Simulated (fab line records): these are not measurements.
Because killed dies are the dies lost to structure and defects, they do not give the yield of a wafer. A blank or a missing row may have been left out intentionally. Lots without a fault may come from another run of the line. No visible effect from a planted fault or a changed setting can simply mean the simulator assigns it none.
Which tool was responsible?	flow gf180mcu	72 wafers from 24 lots sampled at 6 of the route's 602 steps

## WHAT EACH GAUGE READ, for each wafer
GF_PASSIVATION_THK_MEAS_01. Usual: for PASSIVATION_CVD_00_THK the level is 1000 nm and the standard deviation is 15.
lot	measured	on	PASSIVATION_CVD_00_THK (nm)	flag
L074	day 27 23:43	film_metro-03	991 1027 1030	
L075	day 28 06:09	film_metro-02	987 1003 1013	
L076	day 28 06:59	film_metro-02	985 997 1005	
L077	day 28 20:59	film_metro-01	1028 1006 1004	
L078	day 29 11:31	film_metro-01	991 997 1002	
L079	day 29 21:45	film_metro-02	984 983 967	
L080	day 29 23:25	film_metro-02	983 994 1004	
L083	day 31 00:37	film_metro-02	1009 991 1001	
L081	day 31 00:57	film_metro-02	995 1013 986	
L082	day 31 01:53	film_metro-01	989 1014 1004	
L084	day 31 14:17	film_metro-03	1009 1032 1017	
L085	day 31 17:38	film_metro-03	994 982 1013	
L086	day 31 19:33	film_metro-02	1001 1005 1012	
L088	day 32 01:17	film_metro-01	968 995 1017	
L087	day 32 01:59	film_metro-01	1010 1010 1018	
L091	day 32 15:17	film_metro-01	995 1009 984	
L089	day 32 17:38	film_metro-03	981 992 1013	
L090	day 32 18:01	film_metro-03	1006 1017 1020	
L092	day 32 22:49	film_metro-03	1028 1009 993	
L093	day 33 01:59	film_metro-02	991 989 1003	
L094	day 33 05:08	film_metro-01	984 992 988	
L095	day 33 13:16	film_metro-03	1026 1011 1004	
L096	day 33 16:50	film_metro-03	994 979 998	
L097	day 33 22:46	film_metro-01	995 987 1012	

## WHAT TOOL EACH LOT RAN ON (gives the tool, then ch and the chambers of the sampled wafers, and finally the start)
lot	GF_V3_ETCH_16	GF_M4_SPUTTER_04	GF_V4_STRIP_18	GF_V4_SPUTTER_21	GF_MIM_SPUTTER_01
L074	rie_diel-02 ch 0,3, day 22 07:04	pvd_sputter-04, day 22 08:43	plasma_asher-03 ch 0,1, day 24 07:28	pvd_sputter-03, day 24 08:00	pvd_sputter-02, day 24 08:47
L075	rie_diel-04 ch 0,2,3, day 22 16:24	pvd_sputter-02, day 22 17:56	plasma_asher-01 ch 0,1, day 24 15:44	pvd_sputter-04, day 24 16:16	pvd_sputter-02, day 24 17:03
L076	rie_diel-04 ch 1,3, day 22 18:16	pvd_sputter-02, day 22 19:59	plasma_asher-03 ch 0,1, day 24 18:28	pvd_sputter-03, day 24 19:00	pvd_sputter-04, day 24 19:47
L077	rie_diel-04 ch 1,2,3, day 23 09:37	pvd_sputter-02, day 23 11:09	plasma_asher-02 ch 0,1, day 25 08:34	pvd_sputter-01, day 25 09:04	pvd_sputter-02, day 25 09:52
L078	rie_diel-04 ch 0,2, day 24 02:25	pvd_sputter-04, day 24 03:59	plasma_asher-02 ch 0,1, day 26 00:04	pvd_sputter-01, day 26 00:37	pvd_sputter-02, day 26 01:25
L079	rie_diel-04 ch 0,1,3, day 24 14:34	pvd_sputter-02, day 24 16:08	plasma_asher-01 ch 0,1, day 26 10:41	pvd_sputter-01, day 26 11:14	pvd_sputter-02, day 26 12:02
L080	rie_diel-03 ch 1,2, day 24 15:31	pvd_sputter-03, day 24 17:03	plasma_asher-02 ch 0,1, day 26 10:50	pvd_sputter-03, day 26 11:22	pvd_sputter-04, day 26 12:16
L083	rie_diel-03 ch 0,2,3, day 25 20:36	pvd_sputter-02, day 25 22:08	plasma_asher-03 ch 0,1, day 27 15:26	pvd_sputter-03, day 27 16:07	pvd_sputter-01, day 27 16:55
L081	rie_diel-02 ch 0,1,3, day 25 21:33	pvd_sputter-04, day 25 23:07	plasma_asher-03 ch 0,1, day 27 16:16	pvd_sputter-03, day 27 16:53	pvd_sputter-02, day 27 17:40
L082	rie_diel-03 ch 0,3, day 25 21:54	pvd_sputter-03, day 25 23:26	plasma_asher-01 ch 0,1, day 27 16:37	pvd_sputter-03, day 27 17:30	pvd_sputter-02, day 27 18:17
L084	rie_diel-04 ch 0,2,3, day 26 13:27	pvd_sputter-02, day 26 15:02	plasma_asher-02 ch 0,1, day 28 06:37	pvd_sputter-01, day 28 07:11	pvd_sputter-02, day 28 07:59
L085	rie_diel-03 ch 0,1, day 26 16:37	pvd_sputter-04, day 26 18:09	plasma_asher-03 ch 0,1, day 28 11:13	pvd_sputter-03, day 28 11:47	pvd_sputter-02, day 28 12:35
L086	rie_diel-02 ch 1,2, day 26 16:58	pvd_sputter-03, day 26 18:37	plasma_asher-03 ch 0,1, day 28 11:43	pvd_sputter-04, day 28 12:14	pvd_sputter-02, day 28 13:02
L088	rie_diel-02 ch 1,2,3, day 26 23:34	pvd_sputter-04, day 27 01:07	plasma_asher-01 ch 0,1, day 28 18:08	pvd_sputter-01, day 28 18:42	pvd_sputter-01, day 28 19:29
L087	rie_diel-04 ch 2,3, day 26 23:55	pvd_sputter-03, day 27 01:27	plasma_asher-02 ch 0,1, day 28 18:29	pvd_sputter-04, day 28 19:03	pvd_sputter-02, day 28 19:50
L091	rie_diel-04 ch 0,1,3, day 27 14:52	pvd_sputter-04, day 27 16:32	plasma_asher-02 ch 0,1, day 29 09:28	pvd_sputter-01, day 29 09:59	pvd_sputter-04, day 29 10:47
L089	rie_diel-02 ch 0,3, day 27 18:59	pvd_sputter-04, day 27 20:32	plasma_asher-02 ch 0,1, day 29 12:32	pvd_sputter-04, day 29 13:05	pvd_sputter-01, day 29 13:53
L090	rie_diel-04 ch 0,1,3, day 27 19:39	pvd_sputter-02, day 27 21:16	plasma_asher-03 ch 0,1, day 29 13:31	pvd_sputter-03, day 29 14:01	pvd_sputter-04, day 29 14:48
L092	rie_diel-03 ch 1,2, day 28 01:39	pvd_sputter-02, day 28 03:13	plasma_asher-03 ch 0,1, day 29 18:40	pvd_sputter-04, day 29 19:12	pvd_sputter-01, day 29 19:59
L093	rie_diel-02 ch 1,3, day 28 07:55	pvd_sputter-02, day 28 09:29	plasma_asher-03 ch 0,1, day 30 00:16	pvd_sputter-03, day 30 00:49	pvd_sputter-01, day 30 01:36
L094	rie_diel-03 ch 1,2, day 28 09:37	pvd_sputter-02, day 28 11:11	plasma_asher-03 ch 0,1, day 30 02:59	pvd_sputter-01, day 30 03:32	pvd_sputter-04, day 30 04:20
L095	rie_diel-03 ch 0,3, day 28 18:02	pvd_sputter-02, day 28 19:34	plasma_asher-02 ch 0,1, day 30 10:27	pvd_sputter-01, day 30 11:20	pvd_sputter-04, day 30 12:08
L096	rie_diel-02 ch 1,2,3, day 28 23:33	pvd_sputter-04, day 29 01:05	plasma_asher-02 ch 0,1, day 30 15:20	pvd_sputter-01, day 30 16:13	pvd_sputter-04, day 30 17:00
L097	rie_diel-04 ch 1,3, day 29 07:48	pvd_sputter-04, day 29 09:40	plasma_asher-03 ch 0,1, day 30 22:47	pvd_sputter-01, day 30 23:19	pvd_sputter-01, day 31 00:06
- GF_V3_ETCH_16: etches BARC in N2/H2.
- GF_M4_SPUTTER_04: material TiN, target thk 50 nm, time 41.7 s.
- GF_V4_STRIP_18: strips in O2/N2.
- GF_V4_SPUTTER_21: material Ti, target thk 15 nm, time 80.02 s.
- GF_MIM_SPUTTER_01: material TiN, target thk 30 nm, time 25 s.

## WHAT THE TOOLS THEMSELVES READ (means of the sampled wafers that have a number; where no wafer has one, the mark that the record gives instead)
GF_V3_ETCH_16. Usual: drypump_motor_current_A 5.7 A, standard deviation 0.35; n2_flow_sccm 100.00 sccm, standard deviation 0.29; oes_product_au 0.856 a.u., standard deviation 0.0052; throttle_valve_pct 13.224 %, standard deviation 0.0084.
lot	tool	drypump_motor_current_A (A)	n2_flow_sccm (sccm)	oes_product_au (a.u.)	throttle_valve_pct (%)	flag
L074	rie_diel-02	6.3	99.94	0.851	13.226	
L075	rie_diel-04	5.5	99.96	0.852	13.231	
L076	rie_diel-04	6.0	99.80	0.855	13.219	
L077	rie_diel-04	5.8	99.97	0.856	13.230	
L078	rie_diel-04	5.5	100.15	0.848	13.227	
L079	rie_diel-04	5.7	100.02	0.857	13.214	
L080	rie_diel-03	5.5	99.87	0.850	13.215	
L083	rie_diel-03	5.7	100.05	0.855	13.222	
L081	rie_diel-02	6.0	99.73	0.850	13.235	
L082	rie_diel-03	5.6	99.77	0.858	13.221	
L084	rie_diel-04	5.5	100.05	0.854	13.231	
L085	rie_diel-03	5.4	100.13	0.859	13.226	
L086	rie_diel-02	5.5	100.04	0.855	13.229	
L088	rie_diel-02	5.8	100.01	0.855	13.221	
L087	rie_diel-04	5.6	100.55	0.856	13.222	
L091	rie_diel-04	5.7	99.59	0.857	13.231	
L089	rie_diel-02	6.2	100.52	0.861	13.221	
L090	rie_diel-04	5.8	99.74	0.858	13.221	
L092	rie_diel-03	5.8	99.73	0.857	13.224	
L093	rie_diel-02	5.9	100.00	0.852	13.234	
L094	rie_diel-03	5.8	99.85	0.856	13.221	
L095	rie_diel-03	5.5	100.12	0.856	13.235	
L096	rie_diel-02	5.8	99.90	0.852	13.229	
L097	rie_diel-04	6.0	100.14	0.851	13.233	

GF_M4_SPUTTER_04. Usual: 29.5 % for throttle_valve_pct, sd 0.97.
lot	tool	throttle_valve_pct (%)	flag
L074	pvd_sputter-04	29.5	
L075	pvd_sputter-02	29.5	
L076	pvd_sputter-02	28.9	
L077	pvd_sputter-02	27.9	
L078	pvd_sputter-04	29.3	
L079	pvd_sputter-02	29.4	
L080	pvd_sputter-03	30.2	
L083	pvd_sputter-02	29.7	
L081	pvd_sputter-04	29.4	
L082	pvd_sputter-03	30.6	
L084	pvd_sputter-02	30.0	
L085	pvd_sputter-04	29.3	
L086	pvd_sputter-03	30.0	
L088	pvd_sputter-04	29.5	
L087	pvd_sputter-03	30.3	
L091	pvd_sputter-04	29.6	
L089	pvd_sputter-04	29.3	
L090	pvd_sputter-02	29.5	
L092	pvd_sputter-02	29.1	
L093	pvd_sputter-02	29.4	
L094	pvd_sputter-02	29.7	
L095	pvd_sputter-02	29.9	
L096	pvd_sputter-04	29.6	
L097	pvd_sputter-04	29.6	

GF_V4_STRIP_18. Usual: drypump_motor_current_A 5.92 A, standard deviation 0.12; heater_power_w 340 W, standard deviation 36; n2_flow_sccm 299.9 sccm, standard deviation 0.93; oes_product_au 0.592 a.u., standard deviation 0.0056.
lot	tool	drypump_motor_current_A (A)	heater_power_w (W)	n2_flow_sccm (sccm)	oes_product_au (a.u.)	flag
L074	plasma_asher-03	5.99	336	300.7	0.596	
L075	plasma_asher-01	5.72	343	300.5	0.586	
L076	plasma_asher-03	6.02	336	300.3	0.595	
L077	plasma_asher-02	5.93	352	299.6	0.585	
L078	plasma_asher-02	5.89	321	300.0	0.590	
L079	plasma_asher-01	5.75	353	300.0	0.590	
L080	plasma_asher-02	5.92	322	299.3	0.599	
L083	plasma_asher-03	5.94	347	300.2	0.595	
L081	plasma_asher-03	6.02	340	300.5	0.590	
L082	plasma_asher-01	5.76	352	300.0	0.588	
L084	plasma_asher-02	5.94	321	301.3	0.587	
L085	plasma_asher-03	5.93	350	299.9	0.592	
L086	plasma_asher-03	5.92	345	299.1	0.593	
L088	plasma_asher-01	5.73	342	300.3	0.587	
L087	plasma_asher-02	5.93	355	301.5	0.591	
L091	plasma_asher-02	5.91	321	299.5	0.591	
L089	plasma_asher-02	5.95	354	299.4	0.592	
L090	plasma_asher-03	6.03	340	300.1	0.596	
L092	plasma_asher-03	6.02	334	300.6	0.592	
L093	plasma_asher-03	5.93	351	300.3	0.596	
L094	plasma_asher-03	5.95	347	299.4	0.589	
L095	plasma_asher-02	5.92	355	299.2	0.596	
L096	plasma_asher-02	5.92	312	300.3	0.594	
L097	plasma_asher-03	6.02	335	299.8	0.599	

GF_V4_SPUTTER_21. Usual: 30.4 % for throttle_valve_pct, sd 0.87.
lot	tool	throttle_valve_pct (%)	flag
L074	pvd_sputter-03	29.8	
L075	pvd_sputter-04	29.6	
L076	pvd_sputter-03	30.3	
L077	pvd_sputter-01	31.4	
L078	pvd_sputter-01	31.1	
L079	pvd_sputter-01	30.7	
L080	pvd_sputter-03	30.9	
L083	pvd_sputter-03	30.5	
L081	pvd_sputter-03	30.1	
L082	pvd_sputter-03	30.3	
L084	pvd_sputter-01	30.8	
L085	pvd_sputter-03	30.7	
L086	pvd_sputter-04	29.3	
L088	pvd_sputter-01	30.7	
L087	pvd_sputter-04	29.4	
L091	pvd_sputter-01	31.5	
L089	pvd_sputter-04	29.1	
L090	pvd_sputter-03	30.4	
L092	pvd_sputter-04	29.7	
L093	pvd_sputter-03	30.2	
L094	pvd_sputter-01	30.2	
L095	pvd_sputter-01	31.5	
L096	pvd_sputter-01	30.8	
L097	pvd_sputter-01	30.6	

GF_MIM_SPUTTER_01. Usual: 29.7 % for throttle_valve_pct, sd 1.2.
lot	tool	throttle_valve_pct (%)	flag
L074	pvd_sputter-02	29.3	
L075	pvd_sputter-02	29.6	
L076	pvd_sputter-04	29.6	
L077	pvd_sputter-02	29.2	
L078	pvd_sputter-02	29.6	
L079	pvd_sputter-02	28.9	
L080	pvd_sputter-04	29.3	
L083	pvd_sputter-01	30.7	
L081	pvd_sputter-02	29.6	
L082	pvd_sputter-02	29.5	
L084	pvd_sputter-02	28.1	
L085	pvd_sputter-02	28.2	
L086	pvd_sputter-02	28.8	
L088	pvd_sputter-01	30.2	
L087	pvd_sputter-02	27.8	
L091	pvd_sputter-04	29.5	
L089	pvd_sputter-01	31.1	
L090	pvd_sputter-04	29.3	
L092	pvd_sputter-01	31.3	
L093	pvd_sputter-01	30.4	
L094	pvd_sputter-04	29.3	
L095	pvd_sputter-04	29.3	
L096	pvd_sputter-04	29.2	
L097	pvd_sputter-01	30.8	

## THE ANSWER, worked out from the rows above alone
Rule: a lot is off if the mean of its wafers that have a number lies more than 3 standard deviations from the usual mean. A lot without any number at a reading at which 4 lots or more have one is off too. All remaining lots with rows at the step are treated as sound. The gauges are gone through in route order, then the tools' own readings, and for those a lot's mean is taken as printed above. At the first step where some lot is off, the reading lying furthest off is the one used; lots without a number count as furthest.
No lot is off on any of the readings shown, so nothing can be concluded from this.

## WHAT THE SIMULATOR PUT IN
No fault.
